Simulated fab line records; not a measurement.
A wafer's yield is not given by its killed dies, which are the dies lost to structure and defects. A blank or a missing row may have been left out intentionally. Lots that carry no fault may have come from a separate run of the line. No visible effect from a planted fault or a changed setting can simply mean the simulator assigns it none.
The tool behind it: which one?	flow sky130	Sampling: 12 lots, 36 wafers, 3 of 708 route steps

WHAT THE GAUGES SHOWED, per wafer
SKY_METAL1_OVL_MEAS_16.
lot	measured	on	METAL1_OVL (nm)
L076	day 33 08:04	overlay-02	3 5 6
L077	day 33 14:16	overlay-02	7 3 0
L079	day 34 09:31	overlay-01	3 0 9
L081	day 34 17:17	overlay-01	-3 -6 -1
L083	day 35 17:49	overlay-01	-3 -5 -4
L085	day 36 06:24	overlay-02	1 -2 1
L087	day 36 22:41	overlay-02	-3 -4 -6
L089	day 38 06:13	overlay-01	0 -5 5
L092	day 38 16:10	overlay-02	-12 -11 -3
L094	day 39 08:40	overlay-02	-2 -2 -4
L096	day 39 14:22	overlay-01	-9 -6 -4
L097	day 39 20:07	overlay-01	0 -1 -1

TOOL THAT RAN EACH LOT (tool first, then ch and the chambers of the sampled wafers, then the start)
lot	SKY_LI_CONTACT_CMP_02	SKY_CONTACT_SPUTTER_23
L076	cmp-01 ch 0,2,3, day 28 12:40	pvd sputter-04, day 32 04:20
L077	cmp-01 ch 0,1,2, day 29 00:04	pvd sputter-03, day 32 10:59
L079	cmp-01 ch 0,1,2, day 29 16:26	pvd sputter-04, day 33 06:20
L081	cmp-01 ch 0,3, day 30 03:43	pvd sputter-02, day 33 14:09
L083	cmp-02 ch 0,2, day 31 01:02	pvd sputter-02, day 34 13:43
L085	cmp-01 ch 0,1, day 31 15:29	pvd sputter-04, day 35 03:15
L087	cmp-01 ch 0,1, day 32 07:44	pvd sputter-04, day 35 20:01
L089	cmp-02 ch 1,3, day 33 16:55	pvd sputter-02, day 37 04:01
L092	cmp-01 ch 0,1,2, day 34 02:26	pvd sputter-02, day 37 14:01
L094	cmp-02 ch 2,3, day 34 20:20	pvd sputter-03, day 38 06:46
L096	cmp-01 ch 0,2,3, day 35 02:37	pvd sputter-04, day 38 12:46
L097	cmp-01 ch 0,1,3, day 35 10:20	pvd sputter-04, day 38 18:31
- SKY_LI_CONTACT_CMP_02: polishes PSG.
- SKY_CONTACT_SPUTTER_23: material TiN, target thk 20 nm, time 80 s.

THE ANSWER, worked out from the rows above alone
Rule: usual is defined by the lots themselves. The widest of any qualifying gaps counts: lots, ordered by their means at a reading, are off when they make up no more than a third of the lots, leave a main group of 4 or more, and stand apart from it by 3 or more times the standard deviation of that group's means. Not used: any main group whose means are identical at the precision the tables above print for the reading. A lot without any number at a reading at which 4 lots or more have one is off too. All remaining lots with rows at the step are treated as sound.
None of the lots is off at any reading shown; this tells nothing.

WHAT THE SIMULATOR HAD PUT IN
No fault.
